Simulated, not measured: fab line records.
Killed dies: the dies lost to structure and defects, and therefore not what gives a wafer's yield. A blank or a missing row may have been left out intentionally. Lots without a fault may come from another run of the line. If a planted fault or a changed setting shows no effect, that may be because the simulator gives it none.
2 desks, one fault :: flow sky130 :: each desk has only its own numbers; what lay behind them comes last

FROM THE METROLOGY DESK
Lot by lot, what the gauges showed, no matter which tool ran the lot: averages of those sampled wafers that carry a number. The brackets show how far a lot's mean lies from the usual mean; more than 4 standard deviations puts the lot out of limits, marked OUT.
Columns: A = cd_nm at SKY_LI_CONTACT_CD_MEAS_12, usual 170.1 nm; B = LI_CONTACT_OVL at SKY_LI_CONTACT_OVL_MEAS_13, usual -1 nm
lot: L658
first seen here: day 28 11:34
A: 167.5
B: -6

lot: L661
first seen here: day 29 20:37
A: 168.9
B: -1

lot: L670
first seen here: day 33 01:55
A: 172.1
B: 6

lot: L675
first seen here: day 34 05:20
A: 169.9
B: -4

lot: L678
first seen here: day 35 13:49
A: 169.0
B: -5
Finding of this desk: none of the 5 lots has anything out of limits.

FOR THE TOOL OWNER'S DESK: pvd_sputter-01
The tool's own readings at SKY_LI_CONTACT_SPUTTER_19 (material Ti, target thk 20 nm, time 106.37 s): means of the sampled wafers that have a number, for each lot that ran on this tool. The brackets show how far a lot's mean lies from the usual mean; more than 4 standard deviations puts the lot out of limits, marked OUT.
Columns: A = throttle_valve_pct at SKY_LI_CONTACT_SPUTTER_19, usual 29.9 %
lot: L658
first seen here: day 28 12:10
A: 29.7

lot: L661
first seen here: day 29 21:19
A: 29.6

lot: L678
first seen here: day 35 14:23
A: 29.8
Finding of this desk: none of the 3 lots has anything out of limits.

PUT TOGETHER
The metrology desk saw nothing out of limits.
The tool owner's desk saw nothing out of limits.

WHAT WAS PUT IN BY THE SIMULATOR
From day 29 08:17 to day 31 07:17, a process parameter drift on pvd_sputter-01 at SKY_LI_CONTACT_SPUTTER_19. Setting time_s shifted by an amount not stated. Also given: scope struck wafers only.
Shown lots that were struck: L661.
